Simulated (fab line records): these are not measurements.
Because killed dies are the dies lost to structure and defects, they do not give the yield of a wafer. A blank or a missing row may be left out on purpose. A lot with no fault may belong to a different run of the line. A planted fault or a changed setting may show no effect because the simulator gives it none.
Comparing a struck lot with a sound one :: flow sky130 :: 42 out of 708 route steps
Sound: wafers L200.2, L200.5, L200.6. The struck wafers were L194.1, L194.2, L194.6. The cause is given at the end.
For every step that has rows: the tool of each side, followed by ch and its chambers, followed by its first start. Under that, the readings that differ: sound wafers :: struck wafers :: difference of the means :: sigmas: that difference in standard deviations of wafers without a fault.
alike: a reading whose means differ by less than 2 such deviations, as well as words and numbers matching on both sides. not compared: withheld readings; readings where some wafer has no value; bounds like >300 that might hide an equal value; numbers whose values overlap and for which the record gives no deviation.
The two part at a step that has a row with sigmas, a row that says differs or no value, or rows on one side only. Numbers that have no deviation but don't overlap get no sigmas and don't part them. A reading that every wafer of one side lacks parts them only if that side has two wafers or more.

SKY_SD_P_CD_MEAS_07: target cd 380 nm.
  sound on cd sem-02, day 30 01:50; struck on cd sem-01, day 28 06:01
  alike: cd nm
SKY_SD_P_OVL_MEAS_08:
  sound on overlay-01, day 30 01:56; struck on overlay-02, day 28 06:08
  alike: SD_P_OVL
then, 1 step without rows for these wafers: SKY_SD_P_IMPLANT_09.
SKY_SD_P_STRIP_10: strips in O2/N2.
  sound on plasma asher-01 ch 0,1, day 30 02:16; struck on plasma asher-04 ch 0,1, day 28 06:19
reading: strip time to endpoint s (s)
sound: 17.56 17.58 17.59
struck: 17.41 17.50 17.47
difference: -0.12
sigmas: -3
  alike: chamber pressure mTorr, drypump motor current A, oes product au
  not compared: rf hours counter h
SKY_SD_P_TW_MEAS_11:
  sound on film metro-04, day 30 02:23; struck on film metro-01, day 28 06:25
  alike: SD_P_TW
then, 7 steps without rows for these wafers: SKY_RES_XHIGH_DEHYDRATE_00 (time 60 s); SKY_RES_XHIGH_HMDS_01 (prime time 60 s); SKY_RES_XHIGH_COAT_02 (resist thk 1157 nm); SKY_RES_XHIGH_SOFTBAKE_03 (time 60 s); SKY_RES_XHIGH_EXPOSE_04 (exposes mask URPM, target cd 1270 nm); SKY_RES_XHIGH_PEB_05; SKY_RES_XHIGH_DEVELOP_06 (develop time 60 s).
SKY_RES_XHIGH_IMPLANT_07:
  sound on implanter-04 ch 0, day 31 05:52; struck on implanter-02 ch 0, day 29 10:15
  alike: beam energy keV
SKY_RES_XHIGH_STRIP_08: strips in O2/N2.
  sound on plasma asher-01 ch 0,1, day 31 05:59; struck on plasma asher-03 ch 0,1, day 29 10:24
  alike: chamber pressure mTorr, drypump motor current A, oes product au, strip time to endpoint s
  not compared: rf hours counter h
SKY_RES_XHIGH_TW_MEAS_09:
  sound on film metro-02, day 31 06:05; struck on film metro-02, day 29 10:30
  alike: RES_XHIGH_TW
then, 7 steps without rows for these wafers: SKY_SD_N_DEHYDRATE_00 (time 60 s); SKY_SD_N_HMDS_01 (prime time 60 s); SKY_SD_N_COAT_02 (resist thk 1140 nm); SKY_SD_N_SOFTBAKE_03 (time 60 s); SKY_SD_N_EXPOSE_04 (exposes mask NSDM, target cd 380 nm); SKY_SD_N_PEB_05; SKY_SD_N_DEVELOP_06 (develop time 60 s).
SKY_SD_N_CD_MEAS_07: target cd 380 nm.
  sound on cd sem-01, day 32 09:22; struck on cd sem-01, day 30 13:43
  alike: cd nm
SKY_SD_N_OVL_MEAS_08:
  sound on overlay-01, day 32 09:29; struck on overlay-01, day 30 13:50
  alike: SD_N_OVL
then, 2 steps without rows for these wafers: SKY_SD_N_IMPLANT_09; SKY_SD_N_IMPLANT_10.
SKY_SD_N_STRIP_11: strips in O2/N2.
  sound on plasma asher-02 ch 0,1, day 32 09:49; struck on plasma asher-03 ch 0,1, day 30 14:10
  alike: chamber pressure mTorr, drypump motor current A, oes product au, strip time to endpoint s
  not compared: rf hours counter h
SKY_SD_N_TW_MEAS_12:
  sound on film metro-01, day 32 09:55; struck on film metro-04, day 30 14:16
  alike: SD_N_TW
then, 1 step without rows for these wafers: SKY_SD_N_CLEAN_13 (cleans in SC1/SC2, time 150 s).
SKY_SD_N_RTA_14: time 2 s.
  sound on rtp anneal-01 ch 0, day 32 10:05; struck on rtp anneal-02 ch 0, day 30 14:23
  alike: lamp power pct, wafer_temp_C_max
SKY_SD_N_RS_MEAS_16: uses a four-point probe to measure.
  sound on film metro-02, day 32 10:16; struck on film metro-02, day 30 14:34
  alike: SD_N_RS
SKY_SD_N_RS_MEAS_17: uses a four-point probe to measure.
  sound on film metro-02, day 32 10:23; struck on film metro-02, day 30 14:41
  alike: SD_P_RS
SKY_SD_N_RS_MEAS_18: uses a four-point probe to measure.
  sound on film metro-02, day 32 10:31; struck on film metro-02, day 30 14:48
  alike: RES_XHIGH_RS
then, 2 steps without rows for these wafers: SKY_SALICIDE_CLEAN_00 (cleans in HF-last, time 30 s); SKY_LI_CONTACT_HDPCVD_00 (deposits PSG, target thk 930 nm, time 162.6 s).
SKY_LI_CONTACT_THK_MEAS_01:
  sound on film metro-01, day 32 10:44; struck on film metro-04, day 30 15:02
  alike: LI_CONTACT_HDPCVD_THK
SKY_LI_CONTACT_CMP_02: polishes PSG.
  sound on cmp-01 ch 0,1,3, day 32 10:56; struck on cmp-02 ch 1,3, day 30 15:09
  alike: motor current A, time to endpoint s
SKY_LI_CONTACT_BOW_MEAS_03:
  sound on film metro-02, day 32 11:07; struck on film metro-04, day 30 15:24
  alike: LI_CONTACT_BOW
then, 3 steps without rows for these wafers: SKY_LI_CONTACT_DEHYDRATE_04 (time 60 s); SKY_LI_CONTACT_HMDS_05 (prime time 60 s); SKY_LI_CONTACT_COAT_06 (resist thk 60 nm).
-- record jumps: 17 days separate the struck wafers' starts on either side; left off in module LI_CONTACT, taken up again in module PAD_OPEN, whose first shown step is the route's number 708 --
SKY_PAD_OPEN_PROBE_99:
  sound on prober-01, day 49 03:31; struck on prober-02, day 47 19:22
reading: model.etest.res xhigh po.rs ohm sq rim less centre
sound: -38.2 -19.58 -44.66
struck: -186.9 -183.5 -180
difference: -149.3
sigmas: 

reading: model.etest.res xhigh po.rs ohm sq range
sound: 64.35 52.25 57.2
struck: 218.2 211.2 211.4
difference: +155.7
sigmas: 
  alike: killed_at_M0_to_M3, killed_at_M4_up, killed at contacts, killed at front end, killed at other, killed dies, killed open, killed short

== WHERE THEY PART ==
Only at SKY_SD_P_STRIP_10, within this record. Later steps at which nothing parts them and some readings are alike: SKY_SD_P_TW_MEAS_11, SKY_RES_XHIGH_IMPLANT_07, SKY_RES_XHIGH_STRIP_08, SKY_RES_XHIGH_TW_MEAS_09, SKY_SD_N_CD_MEAS_07, SKY_SD_N_OVL_MEAS_08, SKY_SD_N_STRIP_11, SKY_SD_N_TW_MEAS_12, SKY_SD_N_RTA_14, SKY_SD_N_RS_MEAS_16, SKY_SD_N_RS_MEAS_17, SKY_SD_N_RS_MEAS_18, SKY_LI_CONTACT_THK_MEAS_01, SKY_LI_CONTACT_CMP_02, SKY_LI_CONTACT_BOW_MEAS_03, SKY_PAD_OPEN_PROBE_99.

WHY: whatever the simulator had introduced
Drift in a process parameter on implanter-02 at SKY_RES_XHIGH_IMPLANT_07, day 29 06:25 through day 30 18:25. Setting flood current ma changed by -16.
